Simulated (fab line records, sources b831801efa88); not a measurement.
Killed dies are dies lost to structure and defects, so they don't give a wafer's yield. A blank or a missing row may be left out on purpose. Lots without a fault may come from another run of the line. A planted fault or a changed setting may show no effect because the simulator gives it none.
Which tool did it? | flow sky130 | 12 lots, 36 wafers sampled, at 5 steps of a route of 708

WHAT THE GAUGES READ, wafer by wafer
SKY_SONOS_ONO_THK_MEAS_03.
lot  | measured     | on            | SONOS_ONO_CVD_02_THK (nm)
L518 | day 11 13:28 | film_metro-01 | 10.57 10.67 10.55
L519 | day 11 18:26 | film_metro-01 | 10.60 10.55 10.72
L520 | day 12 04:32 | film_metro-01 | 9.81 9.76 9.68 9.76 9.71 9.72
L521 | day 12 16:54 | film_metro-04 | 10.01 9.99 10.10 9.98 9.96 10.05
L531 | day 16 05:40 | film_metro-04 | 10.77 10.75 10.70
L530 | day 16 05:40 | film_metro-01 | 10.68 10.63 10.52
L533 | day 16 20:52 | film_metro-01 | 10.46 10.47 10.43
L534 | day 17 05:26 | film_metro-02 | 10.60 10.59 10.63
L535 | day 17 09:00 | film_metro-04 | 10.62 10.58 10.58
L539 | day 18 17:48 | film_metro-02 | 10.62 10.57 10.66
L540 | day 19 05:49 | film_metro-02 | 10.22 10.45 10.42
L541 | day 19 05:50 | film_metro-04 | 10.56 10.48 10.41

SKY_LDD_P_OVL_MEAS_08.
lot  | measured     | on         | LDD_P_OVL (nm)
L518 | day 19 03:15 | overlay-01 | -0.6 -0.8 -2.4
L519 | day 19 09:38 | overlay-02 | 0.3 0.2 0.7
L520 | day 19 22:25 | overlay-01 | 0.1 0.5 -0.9
L521 | day 20 07:52 | overlay-01 | -2.7 -3.1 -3.6
L531 | day 24 07:02 | overlay-01 | -0.6 -1.1 1.0
L530 | day 24 05:19 | overlay-01 | -3.5 -1.3 -2.4
L533 | day 25 14:35 | overlay-02 | -1.9 -0.7 -1.4
L534 | day 25 17:24 | overlay-01 | -1.1 -0.1 -0.9
L535 | day 25 16:19 | overlay-01 | 0.8 -0.6 0.7
L539 | day 26 16:13 | overlay-02 | 0.0 1.1 1.9
L540 | day 27 07:23 | overlay-01 | 0.2 -0.6 -1.9
L541 | day 27 10:03 | overlay-02 | 0.6 2.5 1.1

WHICH TOOL RAN EACH LOT (tool, then ch and the chambers of the sampled wafers, then the start)
lot  | SKY_VT_ADJUST_LVTN_STRIP_20          | SKY_SONOS_ONO_CVD_02        | SKY_POLY_GATE_STRIP_18
L518 | plasma_asher-02 ch 1, day 7 14:47    | lpcvd-02 ch 1, day 11 12:25 | plasma_asher-03 ch 0,1, day 16 08:22
L519 | plasma_asher-02 ch 0,1, day 7 19:26  | lpcvd-02 ch 1, day 11 17:23 | plasma_asher-04 ch 0,1, day 16 14:25
L520 | plasma_asher-02 ch 0,1, day 8 04:35  | lpcvd-02 ch 0, day 12 03:29 | plasma_asher-02 ch 0,1, day 17 06:01
L521 | plasma_asher-03 ch 0,1, day 8 13:28  | lpcvd-02 ch 0, day 12 15:50 | plasma_asher-03 ch 0, day 17 15:46
L531 | plasma_asher-03 ch 0,1, day 11 14:53 | lpcvd-02 ch 0, day 16 04:37 | plasma_asher-03 ch 0,1, day 21 14:56
L530 | plasma_asher-02 ch 0,1, day 11 15:50 | lpcvd-02 ch 1, day 16 04:37 | plasma_asher-02 ch 0,1, day 21 14:28
L533 | plasma_asher-01 ch 0,1, day 12 02:23 | lpcvd-02 ch 0, day 16 19:49 | plasma_asher-04 ch 0,1, day 23 00:35
L534 | plasma_asher-01 ch 0,1, day 12 10:49 | lpcvd-02 ch 0, day 17 04:22 | plasma_asher-04 ch 0,1, day 23 03:13
L535 | plasma_asher-02 ch 0, day 12 16:53   | lpcvd-02 ch 1, day 17 07:56 | plasma_asher-02 ch 0,1, day 23 02:55
L539 | plasma_asher-03 ch 0,1, day 13 20:04 | lpcvd-02 ch 0, day 18 16:44 | plasma_asher-02 ch 0,1, day 24 02:46
L540 | plasma_asher-02 ch 0,1, day 14 06:43 | lpcvd-02 ch 0, day 19 04:46 | plasma_asher-04 ch 0,1, day 24 17:00
L541 | plasma_asher-01 ch 0, day 14 07:22   | lpcvd-02 ch 0, day 19 04:46 | plasma_asher-02 ch 0,1, day 24 18:43
- SKY_VT_ADJUST_LVTN_STRIP_20: strips in O2/N2.
- SKY_SONOS_ONO_CVD_02: deposits Si3N4 from DCS/NH3, target thk 10.5 nm, time 180 s.
- SKY_POLY_GATE_STRIP_18: strips in O2/N2.

WHAT THE TOOLS THEMSELVES READ (means of the sampled wafers that have a number; where no wafer has one, the mark that the record gives instead)
SKY_VT_ADJUST_LVTN_STRIP_20.
lot  | tool            | drypump_motor_current_A (A) | oes_product_au (a.u.) | strip_time_to_endpoint_s (s)
L518 | plasma_asher-02 | 5.2                         | 0.716                 | 14.26
L519 | plasma_asher-02 | 5.1                         | 0.718                 | 14.30
L520 | plasma_asher-02 | 5.2                         | 0.717                 | 14.25
L521 | plasma_asher-03 | 6.2                         | 0.711                 | 14.27
L531 | plasma_asher-03 | 6.1                         | 0.717                 | 14.28
L530 | plasma_asher-02 | 5.2                         | 0.717                 | 14.29
L533 | plasma_asher-01 | 5.9                         | 0.716                 | 14.24
L534 | plasma_asher-01 | 5.9                         | 0.716                 | 14.20
L535 | plasma_asher-02 | 5.1                         | 0.718                 | 14.27
L539 | plasma_asher-03 | 6.2                         | 0.716                 | 14.26
L540 | plasma_asher-02 | 5.2                         | 0.715                 | 14.23
L541 | plasma_asher-01 | 5.4                         | 0.717                 | 14.28

SKY_SONOS_ONO_CVD_02.
lot  | tool     | pressure_mtorr (mTorr) | zone_power_bottom_pct (%)
L518 | lpcvd-02 | 249.8                  | 20.39
L519 | lpcvd-02 | 250.3                  | 20.41
L520 | lpcvd-02 | 200.7                  | 20.54
L521 | lpcvd-02 | 199.9                  | 20.44
L531 | lpcvd-02 | 249.9                  | 20.50
L530 | lpcvd-02 | 250.1                  | 20.58
L533 | lpcvd-02 | 249.8                  | 20.58
L534 | lpcvd-02 | 250.0                  | 20.39
L535 | lpcvd-02 | 250.2                  | 20.35
L539 | lpcvd-02 | 251.0                  | 20.35
L540 | lpcvd-02 | 249.6                  | 20.47
L541 | lpcvd-02 | 249.8                  | 20.42

SKY_POLY_GATE_STRIP_18.
lot  | tool            | drypump_motor_current_A (A) | oes_product_au (a.u.) | strip_time_to_endpoint_s (s)
L518 | plasma_asher-03 | 6.0                         | 0.358                 | 3.14
L519 | plasma_asher-04 | 6.0                         | 0.359                 | 3.13
L520 | plasma_asher-02 | 5.2                         | 0.358                 | 3.10
L521 | plasma_asher-03 | 6.3                         | 0.359                 | 3.11
L531 | plasma_asher-03 | 6.0                         | 0.359                 | 3.16
L530 | plasma_asher-02 | 5.2                         | 0.353                 | 3.10
L533 | plasma_asher-04 | 5.7                         | 0.360                 | 3.12
L534 | plasma_asher-04 | 6.0                         | 0.362                 | 3.13
L535 | plasma_asher-02 | 5.2                         | 0.357                 | 3.16
L539 | plasma_asher-02 | 5.1                         | 0.360                 | 3.17
L540 | plasma_asher-04 | 6.0                         | 0.362                 | 3.13
L541 | plasma_asher-02 | 5.2                         | 0.360                 | 3.17

THE ANSWER, worked out from the rows above alone
Rule: what is usual is taken from the lots themselves. Put in order of their means at a reading, lots are off if they are a third of the lots or fewer, leave a main group of 4 or more, and stand apart from it by a gap of 3 or more times the standard deviation of the main group's means; of several such gaps the widest counts. A main group whose means are all the same, to the digits that the tables above print for the reading, isn't used. A lot without any number at a reading at which 4 lots or more have one is off too. The other lots that the step has rows for count as sound. The gauges are gone through in route order, then the tools' own readings, and for those a lot's mean is taken as printed above. The first step at which some lot is off is used, and at that step the reading that is off furthest; a lot without a number counts as furthest.
Off: L520, L521, at SKY_SONOS_ONO_THK_MEAS_03 (SONOS_ONO_CVD_02_THK). The main group: mean 10.57 nm, standard deviation 0.1.
A tool fits if, at a process step before that reading, it ran every lot that is off, and no sound lot after the first of them. The gauges at SKY_SONOS_ONO_THK_MEAS_03 aren't tried: what is off there is off at SKY_SONOS_ONO_CVD_02 too, on other tools, and a gauge's error can't cause that. None of those tried fits.

WHAT THE SIMULATOR HAD PUT IN
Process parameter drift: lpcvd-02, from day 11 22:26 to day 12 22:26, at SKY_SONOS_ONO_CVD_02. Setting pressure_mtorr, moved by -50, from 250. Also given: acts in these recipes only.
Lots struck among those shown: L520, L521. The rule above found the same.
